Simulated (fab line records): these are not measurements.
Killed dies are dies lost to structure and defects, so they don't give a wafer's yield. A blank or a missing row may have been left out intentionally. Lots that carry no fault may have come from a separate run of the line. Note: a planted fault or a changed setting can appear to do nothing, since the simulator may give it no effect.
fab line records -- flow sky130
record lots=11, wafers=33, last-day=49
route steps=708 shown VIA3@594 METAL4@599 CAP2M@607 PAD_OPEN@708
lots that met no fault: from a run of the same line without faults
start-h: the number of hours between the record's first day and the start of the first shown wafer of the lot -- wait-h: how many hours have passed since the lot's step before this one -- " the same as in the row above -- L1.1+2: several wafers, shown together as one row -- - either no value or no given start -- * or withheld: withheld -- < > ~ a bound
route shown NAME@n: a module of which the file shows steps, and the number in the route of the first -- usual: mean and standard deviation over wafers with no fault -- same: alike in all rows -- chamber/n: place in a boat -- sites: each site's reading -- _std_site: how widely they spread, as a standard deviation -- _edge_site: mean of outer sites minus mean of inner sites -- radius-mm: for every site, how far away it sits from the centre of the wafer -- mask NAME#n: copy n -- behind: tool/chamber where the wafer was last shaped -- hold: the reason the lot was held/the length of the hold in hours/how it ended -- device: the n, p or np transistor that did not switch -- end of line: tests of these same wafers at the route's end -- a step given without rows: its recipe and nothing more -- killed: dies lost to structure and defects at the first sort, not the wafer's yield -- map: a wafer's dies, marking killed ones x, the rest . and places with no die _
set.NAME: the setting as run; set.NAME@STEP: as run at that earlier step -- model.NAME: the simulator's own value behind a step, which no gauge read
the route's steps for a sample of lots (tables are steps, rows are wafers)
services: the hour from which a tool's chamber was out of use, counted from the record's first day as start-h (under 0 if before that day), plus the number of hours and why
## steps
# step SKY_VIA3_CVD_21
# recipe material=W, target-thk-nm=390, time-s=117.31, temp-c=400, pressure-torr=40
# usual heater-power-w=867/54, susceptor-temp-C=400.01/0.22
lot.wafer,tool,chamber,start-h,wait-h,heater-power-w,susceptor-temp-C
L726.2,cvd-w-01,0,937.43,0.0,946,399.57
L726.3,cvd-w-01,1,937.43,0.0,804,400.10
L726.6,cvd-w-01,0,937.43,0.0,940,400.00
L727.1,cvd-w-02,1,943.06,0.0,853,399.66
L727.5,cvd-w-02,1,943.06,0.0,873,399.90
L727.6,cvd-w-02,0,943.06,0.0,799,400.03
L728.2,cvd-w-02,1,944.49,0.0,877,400.50
L728.4,cvd-w-02,1,944.49,0.0,855,399.99
L728.6,cvd-w-02,1,944.49,0.0,872,400.24
L729.1,cvd-w-01,0,963.34,0.0,964,400.20
L729.3,cvd-w-01,0,963.34,0.0,940,400.59
L729.5,cvd-w-01,1,963.34,0.0,841,400.04
L734.1,cvd-w-02,1,992.99,0.0,846,400.36
L734.5,cvd-w-02,0,992.99,0.0,801,400.08
L734.6,cvd-w-02,1,992.99,0.0,880,399.84
L739.3,cvd-w-01,1,1024.24,0.1,832,399.95
L739.4,cvd-w-01,0,1024.24,0.1,930,399.75
L739.6,cvd-w-01,0,1024.24,0.1,924,399.92
L740.3,cvd-w-01,0,1031.62,0.1,940,399.76
L740.4,cvd-w-01,1,1031.62,0.1,819,400.01
L740.5,cvd-w-01,0,1031.62,0.1,948,400.07
L741.4,cvd-w-01,0,1045.49,0.1,941,399.99
L741.5,cvd-w-01,0,1045.49,0.1,955,400.10
L741.6,cvd-w-01,1,1045.49,0.1,820,399.67
L742.1,cvd-w-01,0,1046.95,0.0,950,400.01
L742.3,cvd-w-01,0,1046.95,0.0,928,399.93
L742.5,cvd-w-01,1,1046.95,0.0,801,399.74
L743.1,cvd-w-01,1,1051.50,0.0,794,400.06
L743.3,cvd-w-01,1,1051.50,0.0,782,399.85
L743.5,cvd-w-01,1,1051.50,0.0,842,400.12
L744.3,cvd-w-02,1,1058.88,0.1,848,400.11
L744.5,cvd-w-02,1,1058.88,0.1,887,399.63
L744.6,cvd-w-02,1,1058.88,0.1,849,400.28
# step SKY_METAL4_SPUTTER_01
# recipe material=TiN, target-thk-nm=20, power-w=6500, time-s=16.7, chamber-pressure-pa=0.4
# usual cathode-dc-power-W=6499.8/1.1, throttle-valve-pct=29.7/1.2
lot.wafer,tool,chamber,start-h,wait-h,cathode-dc-power-W,throttle-valve-pct
L726.2,pvd-sputter-04,-,938.06,0.0,6501.3,30.2
L726.3,pvd-sputter-04,-,938.06,0.0,6500.1,27.8
L726.6,pvd-sputter-04,-,938.06,0.0,6500.7,29.8
L727.1,pvd-sputter-04,-,943.68,0.0,6501.3,27.7
L727.5,pvd-sputter-04,-,943.68,0.0,6500.8,30.5
L727.6,pvd-sputter-04,-,943.68,0.0,6498.9,31.0
L728.2,pvd-sputter-02,-,945.12,0.0,6499.8,30.7
L728.4,pvd-sputter-02,-,945.12,0.0,6501.8,31.3
L728.6,pvd-sputter-02,-,945.12,0.0,6498.3,30.6
L729.1,pvd-sputter-04,-,963.96,0.0,6499.5,29.9
L729.3,pvd-sputter-04,-,963.96,0.0,6497.8,30.6
L729.5,pvd-sputter-04,-,963.96,0.0,6500.2,27.7
L734.1,pvd-sputter-02,-,993.62,0.0,6502.5,31.1
L734.5,pvd-sputter-02,-,993.62,0.0,6498.8,30.0
L734.6,pvd-sputter-02,-,993.62,0.0,6501.0,31.0
L739.3,pvd-sputter-04,-,1025.07,0.0,6500.1,30.2
L739.4,pvd-sputter-04,-,1025.07,0.0,6500.3,30.1
L739.6,pvd-sputter-04,-,1025.07,0.0,6501.4,30.3
L740.3,pvd-sputter-04,-,1032.21,0.0,6500.1,30.7
L740.4,pvd-sputter-04,-,1032.21,0.0,6499.2,30.8
L740.5,pvd-sputter-04,-,1032.21,0.0,6500.1,27.7
L741.4,pvd-sputter-02,-,1046.08,0.0,6500.4,30.8
L741.5,pvd-sputter-02,-,1046.08,0.0,6499.8,29.4
L741.6,pvd-sputter-02,-,1046.08,0.0,6498.5,31.1
L742.1,pvd-sputter-04,-,1047.58,0.0,6498.9,27.5
L742.3,pvd-sputter-04,-,1047.58,0.0,6499.8,30.8
L742.5,pvd-sputter-04,-,1047.58,0.0,6498.5,30.7
L743.1,pvd-sputter-01,-,1052.12,0.0,6498.9,30.9
L743.3,pvd-sputter-01,-,1052.12,0.0,6498.8,29.6
L743.5,pvd-sputter-01,-,1052.12,0.0,6500.7,30.6
L744.3,pvd-sputter-04,-,1059.54,0.0,6501.7,30.2
L744.5,pvd-sputter-04,-,1059.54,0.0,6499.7,30.3
L744.6,pvd-sputter-04,-,1059.54,0.0,6500.2,27.8
# step SKY_CAP2M_THK_MEAS_04
# recipe thk-meas-gauge=xrf, reads=TiN_of_CAP2M_SPUTTER_02
# usual CAP2M_TIN_THK=200.1/2
lot.wafer,tool,chamber,start-h,wait-h,CAP2M_TIN_THK[nm]
L726.2,film-metro-02,-,938.51,0.1,201.6
L726.3,film-metro-02,-,938.51,0.1,201.6
L726.6,film-metro-02,-,938.51,0.1,202.0
L727.1,film-metro-04,-,944.12,0.1,201.3
L727.5,film-metro-04,-,944.12,0.1,201.3
L727.6,film-metro-04,-,944.12,0.1,200.7
L728.2,film-metro-04,-,945.57,0.1,197.8
L728.4,film-metro-04,-,945.57,0.1,199.3
L728.6,film-metro-04,-,945.57,0.1,198.4
L729.1,film-metro-03,-,964.40,0.1,198.7
L729.3,film-metro-03,-,964.40,0.1,197.8
L729.5,film-metro-03,-,964.40,0.1,197.7
L734.1,film-metro-04,-,994.06,0.1,197.8
L734.5,film-metro-04,-,994.06,0.1,200.1
L734.6,film-metro-04,-,994.06,0.1,200.4
L739.3,film-metro-04,-,1025.53,0.1,198.3
L739.4,film-metro-04,-,1025.53,0.1,201.5
L739.6,film-metro-04,-,1025.53,0.1,201.5
L740.3,film-metro-04,-,1032.67,0.1,201.0
L740.4,film-metro-04,-,1032.67,0.1,200.7
L740.5,film-metro-04,-,1032.67,0.1,200.2
L741.4,film-metro-02,-,1046.55,0.1,200.5
L741.5,film-metro-02,-,1046.55,0.1,200.5
L741.6,film-metro-02,-,1046.55,0.1,198.1
L742.1,film-metro-03,-,1048.02,0.1,199.1
L742.3,film-metro-03,-,1048.02,0.1,203.6
L742.5,film-metro-03,-,1048.02,0.1,202.2
L743.1,film-metro-03,-,1052.57,0.1,201.4
L743.3,film-metro-03,-,1052.57,0.1,198.0
L743.5,film-metro-03,-,1052.57,0.1,199.8
L744.3,film-metro-03,-,1060.01,0.1,199.3
L744.5,film-metro-03,-,1060.01,0.1,198.4
L744.6,film-metro-03,-,1060.01,0.1,199.3
# step SKY_METAL4_COAT_08
# recipe resist=KrF-thick, spin-rpm=3000, resist-thk-nm=1140
lot.wafer,tool,chamber,start-h,wait-h
L726.2+3+6,litho-track-03,0,973,-
L727.1+5+6,litho-track-02,0,981,-
L728.2+4+6,litho-track-01,0,982,-
L729.1+3+5,litho-track-03,0,999,-
L734.1+5+6,litho-track-03,0,1028,-
L739.3+4+6,litho-track-01,0,1059,-
L740.3+4+5,litho-track-01,0,1065,-
L741.4+5+6,litho-track-03,0,1078,-
L742.1+3+5,litho-track-03,0,1080,-
L743.1+3+5,litho-track-03,0,1084,-
L744.3+5+6,litho-track-02,0,1091,-
# step SKY_METAL4_STRIP_19
# recipe chemistry=O2/N2, power-w=1400, pressure-mtorr=1500, platen-temp-c=withheld, o2-flow-sccm=3000, n2-flow-sccm=300, overash-fraction=0.5
# usual drypump-motor-current-A=5.9/0.45, n2-flow-sccm=300.1/0.82, oes-product-au=0.513/0.0059, strip-time-to-endpoint-s=6.80/0.066
lot.wafer,tool,chamber,start-h,wait-h,drypump-motor-current-A,n2-flow-sccm,oes-product-au,rf-hours-counter-h,strip-time-to-endpoint-s
L726.2,plasma-asher-04,0,987.00,0.1,5.4,300.1,0.514,21,6.84
L726.3,plasma-asher-04,1,987.00,0.1,6.7,299.5,0.509,-,6.85
L726.6,plasma-asher-04,0,987.00,0.1,5.4,300.5,0.516,-,6.82
L727.1,plasma-asher-01,0,993.64,0.3,6.0,301.3,0.504,113,6.72
L727.5,plasma-asher-01,0,993.64,0.3,6.0,299.1,0.501,-,6.69
L727.6,plasma-asher-01,1,993.64,0.3,5.6,300.8,0.507,-,6.73
L728.2,plasma-asher-02,1,994.63,0.2,6.0,299.5,0.512,87,6.78
L728.4,plasma-asher-02,0,994.63,0.2,5.5,299.0,0.502,-,6.74
L728.6,plasma-asher-02,0,994.63,0.2,5.5,298.4,0.513,-,6.79
L729.1,plasma-asher-04,0,1011.99,0.1,5.4,299.6,0.520,23,6.82
L729.3,plasma-asher-04,1,1011.99,0.1,6.7,299.7,0.514,-,6.78
L729.5,plasma-asher-04,0,1011.99,0.1,5.4,302.2,0.516,-,6.75
L734.1,plasma-asher-02,0,1040.69,0.1,5.5,301.8,0.517,92,6.82
L734.5,plasma-asher-02,1,1040.69,0.1,5.9,299.5,0.516,-,6.84
L734.6,plasma-asher-02,0,1040.69,0.1,5.5,300.5,0.508,-,6.81
L739.3,plasma-asher-02,0,1069.80,0.1,5.5,298.8,0.539,-,7.30
L739.4,plasma-asher-02,1,1069.80,0.1,6.0,300.3,0.533,-,7.39
L739.6,plasma-asher-02,1,1069.80,0.1,6.0,300.1,0.538,-,7.32
L740.3,plasma-asher-02,0,1077.16,0.1,5.5,300.2,0.543,-,7.34
L740.4,plasma-asher-02,1,1077.16,0.1,5.9,299.5,0.536,-,7.29
L740.5,plasma-asher-02,1,1077.16,0.1,5.9,299.6,0.533,-,7.33
L741.4,plasma-asher-04,1,1088.86,0.1,6.7,300.1,0.510,-,6.88
L741.5,plasma-asher-04,1,1088.86,0.1,6.7,299.8,0.503,-,6.79
L741.6,plasma-asher-04,0,1088.86,0.1,5.4,299.4,0.515,-,6.82
L742.1,plasma-asher-04,0,1090.91,0.1,5.4,300.8,0.501,31,6.84
L742.3,plasma-asher-04,1,1090.91,0.1,6.7,300.3,0.518,-,6.77
L742.5,plasma-asher-04,1,1090.91,0.1,6.7,300.3,0.507,-,6.84
L743.1,plasma-asher-04,0,1094.83,0.1,5.4,300.6,0.506,31,6.75
L743.3,plasma-asher-04,0,1094.83,0.1,5.4,299.7,0.514,-,6.78
L743.5,plasma-asher-04,0,1094.83,0.1,5.4,299.1,0.518,-,6.78
L744.3,plasma-asher-02,1,1103.05,0.1,5.9,300.4,0.507,-,6.80
L744.5,plasma-asher-02,1,1103.05,0.1,6.0,300.6,0.517,-,6.83
L744.6,plasma-asher-02,0,1103.05,0.1,5.5,301.7,0.517,-,6.80
# step SKY_PAD_OPEN_PROBE_99
# usual defect-limited-yield=82.1/1.9, killed_at_M0_to_M3=45/6.8, killed_at_M4_up=3.0/1.7, killed-at-contacts=25/5.7, killed-at-front-end=15/4.6, killed-at-other=0.3/0.66, killed-dies=88/9.5, killed-open=48/7.3, killed-short=39/6.5, sort_bin_3_pad_short=0.9/0.47, sort_bin_5_function=10.6/1.5, sort_bin_6_memory=6.4/1.2, sort-n-pass=404/9.5, sort-yield-pct=82.1/1.9
# same gross-dies=492, killed-at-back-side=0, sort_bin_4_leakage[%]=0, sort_bin_8_speed[%]=0
lot.wafer,tool,chamber,start-h,wait-h,defect-limited-yield[%],killed_at_M0_to_M3,killed_at_M4_up,killed-at-contacts,killed-at-front-end,killed-at-other,killed-dies,killed-open,killed-short,sort_bin_3_pad_short[%],sort_bin_5_function[%],sort_bin_6_memory[%],sort-n-pass,sort-yield-pct[%]
L740.4,prober-01,-,1158.65,0.2,84.8,50,1,16,8,0,75,37,38,1.2,8.5,5.5,417,84.8
L742.1,prober-01,-,1172.70,0.1,84.1,43,1,20,14,0,78,46,32,0.2,10.2,5.5,414,84.1
L742.3,prober-01,-,1172.80,0.2,82.5,42,3,27,14,0,86,42,44,1.2,10.0,6.3,406,82.5
L742.5,prober-01,-,1172.90,0.2,80.3,44,1,36,16,0,97,53,44,1.2,11.8,6.7,395,80.3
L744.3,prober-01,-,1181.75,0.2,79.7,50,3,25,21,1,100,58,40,0.6,12.2,7.5,392,79.7
L744.5,prober-01,-,1181.85,0.2,84.6,45,3,16,12,0,76,40,36,0.4,10.4,4.7,416,84.6
L744.6,prober-01,-,1181.90,0.2,80.5,54,6,20,16,0,96,53,43,1.6,11.4,6.5,396,80.5
# killed by level:class
L740.4 VIA2:geometric-particle:open=8 VIA3:geometric-particle:open=7 METAL2:geometric-particle:short=6 METAL3:geometric-particle:short=6 VIA1:geometric-particle:short=6 VIA1:geometric-particle:open=6 FIELD_ISO:geometric-particle:short=5 CONTACT:geometric-particle:open=5
L742.1 LI_CONTACT:geometric-particle:open=10 VIA1:geometric-particle:short=8 VIA3:geometric-particle:open=8 VIA1:geometric-particle:open=7 CONTACT:geometric-particle:open=5 VIA2:geometric-particle:open=5 FIELD_ISO:geometric-particle:open=4 FIELD_ISO:geometric-particle:short=3
L742.3 CONTACT:geometric-particle:open=10 LOCAL_INTERCONNECT:geometric-particle:short=7 VIA1:geometric-particle:short=6 VIA3:geometric-particle:open=5 METAL1:geometric-particle:short=5 VIA1:geometric-particle:open=5 VIA2:geometric-particle:open=5 VIA3:geometric-particle:short=5
L742.5 CONTACT:geometric-particle:open=13 LI_CONTACT:geometric-particle:open=10 VIA3:geometric-particle:open=8 METAL1:geometric-particle:short=7 VIA1:geometric-particle:open=6 VIA3:geometric-particle:short=6 FIELD_ISO:geometric-particle:short=5 LI_CONTACT:geometric-particle:short=5
L744.3 VIA2:geometric-particle:open=12 VIA1:geometric-particle:open=12 LI_CONTACT:geometric-particle:open=11 FIELD_ISO:geometric-particle:open=8 METAL2:geometric-particle:short=6 CONTACT:geometric-particle:short=5 CONTACT:geometric-particle:open=5 VIA1:geometric-particle:short=5
L744.5 VIA2:geometric-particle:open=10 VIA1:geometric-particle:open=8 FIELD_ISO:geometric-particle:short=6 METAL1:geometric-particle:short=6 CONTACT:geometric-particle:open=6 FIELD_ISO:geometric-particle:open=5 VIA1:geometric-particle:short=5 VIA2:geometric-particle:short=4
L744.6 FIELD_ISO:geometric-particle:open=9 VIA3:geometric-particle:open=9 LI_CONTACT:geometric-particle:open=8 CONTACT:geometric-particle:open=7 VIA1:geometric-particle:open=7 METAL1:geometric-particle:short=7 METAL2:geometric-particle:short=6 VIA2:geometric-particle:open=6
## services
tool,chamber,start-h,hours,kind
cvd-w-02,0,918.00,-,clean
cvd-w-02,1,918.00,-,clean
cvd-w-01,-,919.61,1.2,repair
plasma-asher-04,-,926.31,28.1,pm
pvd-sputter-01,1,932.02,-,consumable-replace:kit
pvd-sputter-01,1,932.02,18.0,scheduled-down
pvd-sputter-01,1,932.02,18.0,vent-cycle
cvd-w-01,1,974.28,2.7,repair
cvd-w-01,-,977.76,2.4,repair
plasma-asher-04,-,991.30,8.7,repair
plasma-asher-01,-,1002.24,2.8,pm
litho-track-02,-,1012.56,-,consumable-replace:filter
pvd-sputter-02,1,1019.25,-,consumable-replace:kit
pvd-sputter-02,1,1019.25,18.0,scheduled-down
pvd-sputter-02,1,1019.25,18.0,vent-cycle
pvd-sputter-04,3,1026.92,-,consumable-replace:kit
pvd-sputter-04,3,1026.92,18.0,scheduled-down
pvd-sputter-04,3,1026.92,18.0,vent-cycle
cvd-w-02,1,1039.39,17.4,repair
cvd-w-02,0,1048.24,12.3,repair
pvd-sputter-01,-,1049.02,1.7,repair
plasma-asher-01,-,1055.25,9.0,pm
litho-track-02,-,1060.23,-,consumable-replace:filter
pvd-sputter-01,-,1062.95,0.6,repair
## key
first-sign step=SKY_METAL4_STRIP_19, reading=strip-time-to-endpoint-s, direction=up, sigmas=8.1, usual=*, struck=*
effect step=SKY_METAL4_STRIP_19, reading=oes-product-au, direction=up, sigmas=4, usual=0.513, struck=0.537
met-at SKY_METAL4_COAT_08
struck-lots L739,L740
not-acting-at SKY_VIA3_CVD_21,SKY_METAL4_SPUTTER_01,SKY_CAP2M_THK_MEAS_04
onset-between 982 1059
fault kind=process-parameter-drift, tool=litho-track-01, chamber=-, onset-h=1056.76, steps=SKY_METAL4_COAT_08, channel=resist-thk-nm, offset=53.259, shape=step, end-h=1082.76, acts-in=these-recipes-only, stated=1140
